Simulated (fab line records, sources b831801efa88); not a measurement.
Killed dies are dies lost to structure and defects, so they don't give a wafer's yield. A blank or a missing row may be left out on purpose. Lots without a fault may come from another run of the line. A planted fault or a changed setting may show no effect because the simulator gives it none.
Which tool did it? | flow gf180mcu | 13 lots, 39 wafers sampled, at 1 step of a route of 602

WHAT THE GAUGES READ, wafer by wafer
GF_V3_THK_MEAS_25: measures by xrf.
lot  | measured     | on            | V3_W_THK (nm)
L407 | day 22 06:36 | film_metro-03 | 350 355 346
L408 | day 22 16:16 | film_metro-03 | 351 355 357
L409 | day 23 02:17 | film_metro-03 | 356 353 355
L410 | day 23 12:40 | film_metro-02 | 349 348 347
L411 | day 23 16:26 | film_metro-04 | 359 353 354
L412 | day 24 05:57 | film_metro-02 | 355 350 348
L413 | day 24 15:23 | film_metro-02 | 350 348 346
L414 | day 25 00:37 | film_metro-02 | 349 353 350
L418 | day 26 07:54 | film_metro-02 | 351 351 346
L423 | day 28 03:11 | film_metro-04 | 347 353 352
L425 | day 28 12:40 | film_metro-02 | 349 350 349
L427 | day 29 01:30 | film_metro-03 | 348 345 343
L429 | day 29 12:14 | film_metro-03 | 346 342 350

WHICH TOOL RAN EACH LOT (tool, then ch and the chambers of the sampled wafers, then the start)
The record holds no process step before these readings.

WHAT THE TOOLS THEMSELVES READ (means of the sampled wafers that have a number; where no wafer has one, the mark that the record gives instead)
The record holds no such reading with a usual standard deviation.

THE ANSWER, worked out from the rows above alone
Rule: what is usual is taken from the lots themselves. Put in order of their means at a reading, lots are off if they are a third of the lots or fewer, leave a main group of 4 or more, and stand apart from it by a gap of 3 or more times the standard deviation of the main group's means; of several such gaps the widest counts. A main group whose means are all the same, to the digits that the tables above print for the reading, isn't used. A lot without any number at a reading at which 4 lots or more have one is off too. The other lots that the step has rows for count as sound. The gauges are gone through in route order, then the tools' own readings, and for those a lot's mean is taken as printed above. The first step at which some lot is off is used, and at that step the reading that is off furthest; a lot without a number counts as furthest.
No lot is off at any reading shown: from this, nothing can be told.

WHAT THE SIMULATOR HAD PUT IN
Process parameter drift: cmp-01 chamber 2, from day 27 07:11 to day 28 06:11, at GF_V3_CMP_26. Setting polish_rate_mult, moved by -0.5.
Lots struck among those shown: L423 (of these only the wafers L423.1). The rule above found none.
